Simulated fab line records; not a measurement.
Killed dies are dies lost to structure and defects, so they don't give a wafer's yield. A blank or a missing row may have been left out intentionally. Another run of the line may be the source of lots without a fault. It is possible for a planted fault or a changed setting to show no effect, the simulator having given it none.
One fault seen from 2 desks + flow gf180mcu + only its own numbers are on each desk; what lay behind them is given at the end

## AT THE METROLOGY DESK
What the gauges read for every lot (on any tool): the sampled wafers with a number, averaged. Any lot whose mean is over 4 standard deviations away from the usual mean is out of limits and marked OUT; that distance is given in the brackets.
Columns: A = V3_CVD_02_THK at GF_V3_THK_MEAS_03, usual 848 nm
| lot  | first seen here | A   |
|------|-----------------|-----|
| L465 | day 21 13:07    | 852 |
| L466 | day 21 20:11    | 850 |
| L467 | day 22 14:09    | 847 |
| L468 | day 22 20:15    | 850 |
| L469 | day 23 01:25    | 840 |
| L470 | day 23 08:44    | 841 |
| L471 | day 23 22:54    | 845 |
| L472 | day 24 02:18    | 849 |
| L481 | day 27 00:47    | 842 |
| L482 | day 27 08:13    | 851 |
| L483 | day 27 14:32    | 835 |
| L484 | day 27 23:46    | 843 |
| L487 | day 28 17:52    | 843 |
Finding of this desk: none of the 13 lots has anything out of limits.

## FOR THE TOOL OWNER'S DESK: implanter-03
GF_HV_LDD_IMPLANT_36, tool's own readings: per-lot mean of the sampled wafers with a number, covering each lot this tool ran. Any lot whose mean is over 4 standard deviations away from the usual mean is out of limits and marked OUT; that distance is given in the brackets.
Columns: A = beamOnS at GF_HV_LDD_IMPLANT_36, usual 10.00 s; B = doseIonsCm2 at GF_HV_LDD_IMPLANT_36, usual 7.501e+12; C = faradayCurrentUA at GF_HV_LDD_IMPLANT_36, usual 42.3
| lot  | first seen here | A     | B                   | C    |
|------|-----------------|-------|---------------------|------|
| L465 | day 11 16:53    | 10.00 | 7.500e+12           | 42.4 |
| L469 | day 12 21:55    | 9.92  | 7.497e+12           | 42.7 |
| L470 | day 13 06:50    | 10.10 | 7.493e+12           | 41.9 |
| L472 | day 13 23:09    | 9.88  | 7.502e+12           | 42.8 |
| L481 | day 16 20:11    | 10.19 | 8.094e+12 (+81) OUT | 44.8 |
| L482 | day 17 05:20    | 9.98  | 8.083e+12 (+80) OUT | 45.8 |
This desk finds L481, L482 out of limits, L481 being first, at day 16 20:11 (doseIonsCm2 at GF_HV_LDD_IMPLANT_36). Within limits: L465, L469, L470, L472.

## BROUGHT TOGETHER
An alarm could have come from the tool owner's desk at day 16 20:11, on L481, L482.
The metrology desk saw nothing out of limits.
The metrology desk has L481, L482 on record, within its limits.
GF_HV_LDD_IMPLANT_36 was run on implanter-03 by each of the lots named.

## WHAT THE SIMULATOR HAD INSERTED
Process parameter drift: implanter-03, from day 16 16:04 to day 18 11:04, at GF_HV_LDD_IMPLANT_36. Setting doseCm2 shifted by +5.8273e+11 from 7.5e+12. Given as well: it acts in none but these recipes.
Shown lots that were struck: L481, L482.
Delay in hours, fault start to first out-of-limits reading, by desk: the tool owner's desk at 4.
